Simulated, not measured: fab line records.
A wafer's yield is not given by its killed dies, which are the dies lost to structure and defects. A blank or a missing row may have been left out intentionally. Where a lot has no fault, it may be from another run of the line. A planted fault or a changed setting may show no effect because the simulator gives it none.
Which tool was responsible? / flow gf180mcu / Sampling: 24 lots, 72 wafers, 4 of 602 route steps

== WHAT THE GAUGES READ, wafer by wafer ==
GF_HV_LDD_TW_MEAS_11. Usual: HV_LDD_TW gives 2380 (standard deviation 18).
lot=L074; measured=day 10 03:56; on=film-metro-04; HV_LDD_TW=2359 2355 2372; flag=
lot=L075; measured=day 10 04:21; on=film-metro-04; HV_LDD_TW=2371 2365 2370; flag=
lot=L076; measured=day 10 12:17; on=film-metro-04; HV_LDD_TW=2351 2369 2372; flag=
lot=L077; measured=day 10 23:38; on=film-metro-01; HV_LDD_TW=2388 2408 2397; flag=
lot=L078; measured=day 11 04:17; on=film-metro-01; HV_LDD_TW=2409 2408 2399; flag=
lot=L079; measured=day 11 08:27; on=film-metro-01; HV_LDD_TW=2394 2402 2404; flag=
lot=L080; measured=day 11 20:53; on=film-metro-04; HV_LDD_TW=2372 2373 2380; flag=
lot=L081; measured=day 11 23:44; on=film-metro-01; HV_LDD_TW=2392 2400 2407; flag=
lot=L082; measured=day 12 07:35; on=film-metro-01; HV_LDD_TW=2394 2397 2395; flag=
lot=L083; measured=day 12 14:05; on=film-metro-01; HV_LDD_TW=2394 2397 2398; flag=
lot=L084; measured=day 12 21:26; on=film-metro-02; HV_LDD_TW=2372 2364 2372; flag=
lot=L085; measured=day 13 07:53; on=film-metro-01; HV_LDD_TW=2392 2404 2401; flag=
lot=L086; measured=day 13 10:31; on=film-metro-02; HV_LDD_TW=2369 2361 2371; flag=
lot=L087; measured=day 14 06:05; on=film-metro-04; HV_LDD_TW=2347 2366 2372; flag=
lot=L088; measured=day 14 10:44; on=film-metro-02; HV_LDD_TW=2381 2377 2377; flag=
lot=L089; measured=day 14 19:11; on=film-metro-04; HV_LDD_TW=2365 2367 2350; flag=
lot=L090; measured=day 15 01:57; on=film-metro-04; HV_LDD_TW=2373 2358 2366; flag=
lot=L091; measured=day 15 06:32; on=film-metro-02; HV_LDD_TW=2374 2378 2381; flag=
lot=L092; measured=day 15 15:52; on=film-metro-01; HV_LDD_TW=2411 2419 2420; flag=
lot=L093; measured=day 16 01:17; on=film-metro-04; HV_LDD_TW=2366 2371 2379; flag=
lot=L094; measured=day 16 03:46; on=film-metro-04; HV_LDD_TW=2361 2368 2382; flag=
lot=L095; measured=day 16 10:09; on=film-metro-02; HV_LDD_TW=2394 2386 2382; flag=
lot=L096; measured=day 17 07:37; on=film-metro-02; HV_LDD_TW=2369 2373 2373; flag=
lot=L097; measured=day 17 10:43; on=film-metro-04; HV_LDD_TW=2364 2370 2350; flag=

GF_HV_LDD_OVL_MEAS_32. Usual: HV_LDD_02_OVL gives 0.4 nm (standard deviation 1.4).
lot=L074; measured=day 11 16:24; on=overlay-01; HV_LDD_02_OVL (nm)=-2.0 -1.1 -1.4; flag=
lot=L075; measured=day 11 17:01; on=overlay-02; HV_LDD_02_OVL (nm)=2.4 2.4 1.2; flag=
lot=L076; measured=day 12 01:43; on=overlay-02; HV_LDD_02_OVL (nm)=1.8 2.5 2.1; flag=
lot=L077; measured=day 12 14:52; on=overlay-02; HV_LDD_02_OVL (nm)=1.8 1.7 -0.5; flag=
lot=L078; measured=day 12 18:33; on=overlay-02; HV_LDD_02_OVL (nm)=1.5 -1.0 0.2; flag=
lot=L079; measured=day 12 23:17; on=overlay-01; HV_LDD_02_OVL (nm)=-0.5 -1.0 1.1; flag=
lot=L080; measured=day 13 12:29; on=overlay-01; HV_LDD_02_OVL (nm)=0.5 -0.9 -0.6; flag=
lot=L081; measured=day 13 14:42; on=overlay-01; HV_LDD_02_OVL (nm)=-1.1 -0.1 -0.5; flag=
lot=L082; measured=day 13 22:42; on=overlay-02; HV_LDD_02_OVL (nm)=0.7 -0.4 0.7; flag=
lot=L083; measured=day 14 05:29; on=overlay-01; HV_LDD_02_OVL (nm)=-1.5 0.1 0.9; flag=
lot=L084; measured=day 14 13:18; on=overlay-01; HV_LDD_02_OVL (nm)=0.8 -0.2 -2.7; flag=
lot=L085; measured=day 15 01:08; on=overlay-01; HV_LDD_02_OVL (nm)=-0.2 -1.5 -0.2; flag=
lot=L086; measured=day 15 03:25; on=overlay-01; HV_LDD_02_OVL (nm)=-0.3 0.9 -0.9; flag=
lot=L087; measured=day 16 00:22; on=overlay-01; HV_LDD_02_OVL (nm)=2.2 3.0 1.7; flag=
lot=L088; measured=day 16 06:16; on=overlay-02; HV_LDD_02_OVL (nm)=-0.1 3.2 0.1; flag=
lot=L089; measured=day 16 15:09; on=overlay-01; HV_LDD_02_OVL (nm)=-1.2 -1.3 1.3; flag=
lot=L090; measured=day 16 21:24; on=overlay-01; HV_LDD_02_OVL (nm)=3.4 2.4 1.6; flag=
lot=L091; measured=day 17 02:43; on=overlay-02; HV_LDD_02_OVL (nm)=-0.3 0.7 1.7; flag=
lot=L092; measured=day 17 12:44; on=overlay-01; HV_LDD_02_OVL (nm)=-0.3 -0.9 -2.4; flag=
lot=L093; measured=day 17 23:45; on=overlay-02; HV_LDD_02_OVL (nm)=0.4 -1.2 1.1; flag=
lot=L094; measured=day 18 01:04; on=overlay-02; HV_LDD_02_OVL (nm)=1.4 2.2 1.0; flag=
lot=L095; measured=day 18 07:46; on=overlay-02; HV_LDD_02_OVL (nm)=1.7 0.5 1.4; flag=
lot=L096; measured=day 19 05:41; on=overlay-01; HV_LDD_02_OVL (nm)=0.2 1.9 1.6; flag=
lot=L097; measured=day 19 09:32; on=overlay-01; HV_LDD_02_OVL (nm)=-1.2 0.9 -0.2; flag=

GF_HV_LDD_OVL_MEAS_47. Usual: HV_LDD_03_OVL gives -1.0 nm (standard deviation 1.5).
lot=L074; measured=day 12 12:11; on=overlay-01; HV_LDD_03_OVL (nm)=0.2 -1.4 0.5; flag=
lot=L075; measured=day 12 12:40; on=overlay-02; HV_LDD_03_OVL (nm)=-0.8 -1.5 -0.6; flag=
lot=L076; measured=day 12 21:48; on=overlay-01; HV_LDD_03_OVL (nm)=-1.4 -0.8 -0.2; flag=
lot=L077; measured=day 13 11:40; on=overlay-01; HV_LDD_03_OVL (nm)=-1.8 -1.2 -0.7; flag=
lot=L078; measured=day 13 14:59; on=overlay-01; HV_LDD_03_OVL (nm)=-3.1 -4.6 -4.7; flag=
lot=L079; measured=day 13 20:04; on=overlay-01; HV_LDD_03_OVL (nm)=-1.7 -1.3 -1.3; flag=
lot=L080; measured=day 14 08:47; on=overlay-01; HV_LDD_03_OVL (nm)=1.6 1.9 1.6; flag=
lot=L081; measured=day 14 10:48; on=overlay-01; HV_LDD_03_OVL (nm)=-0.1 -1.0 0.9; flag=
lot=L082; measured=day 14 20:12; on=overlay-01; HV_LDD_03_OVL (nm)=-1.5 -0.5 -1.3; flag=
lot=L083; measured=day 15 02:36; on=overlay-02; HV_LDD_03_OVL (nm)=1.0 2.0 0.6; flag=
lot=L084; measured=day 15 11:57; on=overlay-01; HV_LDD_03_OVL (nm)=-2.2 0.1 -2.8; flag=
lot=L085; measured=day 15 23:08; on=overlay-02; HV_LDD_03_OVL (nm)=-0.5 -1.3 -0.3; flag=
lot=L086; measured=day 16 01:54; on=overlay-01; HV_LDD_03_OVL (nm)=-0.7 -0.4 -0.2; flag=
lot=L087; measured=day 17 00:23; on=overlay-01; HV_LDD_03_OVL (nm)=-2.2 -2.4 -2.0; flag=
lot=L088; measured=day 17 04:48; on=overlay-02; HV_LDD_03_OVL (nm)=-2.0 -1.7 -1.7; flag=
lot=L089; measured=day 17 14:39; on=overlay-01; HV_LDD_03_OVL (nm)=-1.7 -2.5 -0.8; flag=
lot=L090; measured=day 17 20:54; on=overlay-02; HV_LDD_03_OVL (nm)=-1.0 -0.9 -1.1; flag=
lot=L091; measured=day 18 02:16; on=overlay-02; HV_LDD_03_OVL (nm)=-1.9 1.6 0.2; flag=
lot=L092; measured=day 18 12:00; on=overlay-01; HV_LDD_03_OVL (nm)=-3.1 -2.3 -2.1; flag=
lot=L093; measured=day 18 23:49; on=overlay-02; HV_LDD_03_OVL (nm)=2.6 2.0 0.0; flag=
lot=L094; measured=day 19 01:10; on=overlay-02; HV_LDD_03_OVL (nm)=-3.4 -2.2 -0.2; flag=
lot=L095; measured=day 19 07:32; on=overlay-02; HV_LDD_03_OVL (nm)=0.3 -0.3 -2.4; flag=
lot=L096; measured=day 20 06:53; on=overlay-02; HV_LDD_03_OVL (nm)=-0.5 -1.4 -3.1; flag=
lot=L097; measured=day 20 10:54; on=overlay-01; HV_LDD_03_OVL (nm)=-1.7 1.1 -0.8; flag=

GF_HV_LDD_TW_MEAS_50. Usual: HV_LDD_4_TW gives 570 (standard deviation 4.2).
lot=L074; measured=day 12 12:29; on=film-metro-02; HV_LDD_4_TW=567 564 565; flag=
lot=L075; measured=day 12 12:57; on=film-metro-04; HV_LDD_4_TW=567 565 566; flag=
lot=L076; measured=day 12 22:05; on=film-metro-04; HV_LDD_4_TW=567 565 567; flag=
lot=L077; measured=day 13 11:57; on=film-metro-04; HV_LDD_4_TW=565 567 566; flag=
lot=L078; measured=day 13 15:16; on=film-metro-02; HV_LDD_4_TW=566 566 568; flag=
lot=L079; measured=day 13 20:21; on=film-metro-01; HV_LDD_4_TW=575 573 576; flag=
lot=L080; measured=day 14 09:05; on=film-metro-01; HV_LDD_4_TW=578 573 575; flag=
lot=L081; measured=day 14 11:05; on=film-metro-01; HV_LDD_4_TW=579 575 577; flag=
lot=L082; measured=day 14 20:29; on=film-metro-01; HV_LDD_4_TW=575 574 578; flag=
lot=L083; measured=day 15 02:53; on=film-metro-02; HV_LDD_4_TW=567 571 569; flag=
lot=L084; measured=day 15 12:14; on=film-metro-04; HV_LDD_4_TW=563 564 565; flag=
lot=L085; measured=day 15 23:26; on=film-metro-04; HV_LDD_4_TW=569 565 565; flag=
lot=L086; measured=day 16 02:11; on=film-metro-04; HV_LDD_4_TW=568 567 568; flag=
lot=L087; measured=day 17 00:41; on=film-metro-01; HV_LDD_4_TW=576 573 576; flag=
lot=L088; measured=day 17 05:05; on=film-metro-01; HV_LDD_4_TW=572 573 575; flag=
lot=L089; measured=day 17 14:56; on=film-metro-04; HV_LDD_4_TW=565 565 570; flag=
lot=L090; measured=day 17 21:11; on=film-metro-02; HV_LDD_4_TW=569 572 568; flag=
lot=L091; measured=day 18 02:33; on=film-metro-04; HV_LDD_4_TW=569 570 565; flag=
lot=L092; measured=day 18 12:17; on=film-metro-01; HV_LDD_4_TW=573 574 572; flag=
lot=L093; measured=day 19 00:07; on=film-metro-01; HV_LDD_4_TW=573 574 575; flag=
lot=L094; measured=day 19 01:28; on=film-metro-01; HV_LDD_4_TW=573 572 575; flag=
lot=L095; measured=day 19 07:50; on=film-metro-02; HV_LDD_4_TW=574 566 571; flag=
lot=L096; measured=day 20 07:10; on=film-metro-04; HV_LDD_4_TW=566 565 567; flag=
lot=L097; measured=day 20 11:11; on=film-metro-02; HV_LDD_4_TW=566 566 568; flag=

== EACH LOT AND THE TOOL THAT RAN IT (in order: tool; ch and the chambers of the sampled wafers; start) ==
The record holds no process step before these readings.

== WHAT THE TOOLS THEMSELVES READ (means of the sampled wafers that have a number; where no wafer has one, the mark that the record gives instead) ==
The record holds no such reading with a usual standard deviation.

== THE ANSWER, worked out from the rows above alone ==
Rule: a lot counts as off when the mean over its wafers that have a number is more than 3 standard deviations away from the usual mean. A lot without any number at a reading at which 4 lots or more have one is off too. Any other lot the step has rows for is counted as sound. First the gauges in route order, then the tools' own readings, where a lot's mean is used as printed above. The first step at which some lot is off is used, and at that step the reading that is off furthest; a lot without a number counts as furthest.
Nothing can be told from this: no lot is off at any reading shown.

== WHAT THE SIMULATOR HAD INSERTED ==
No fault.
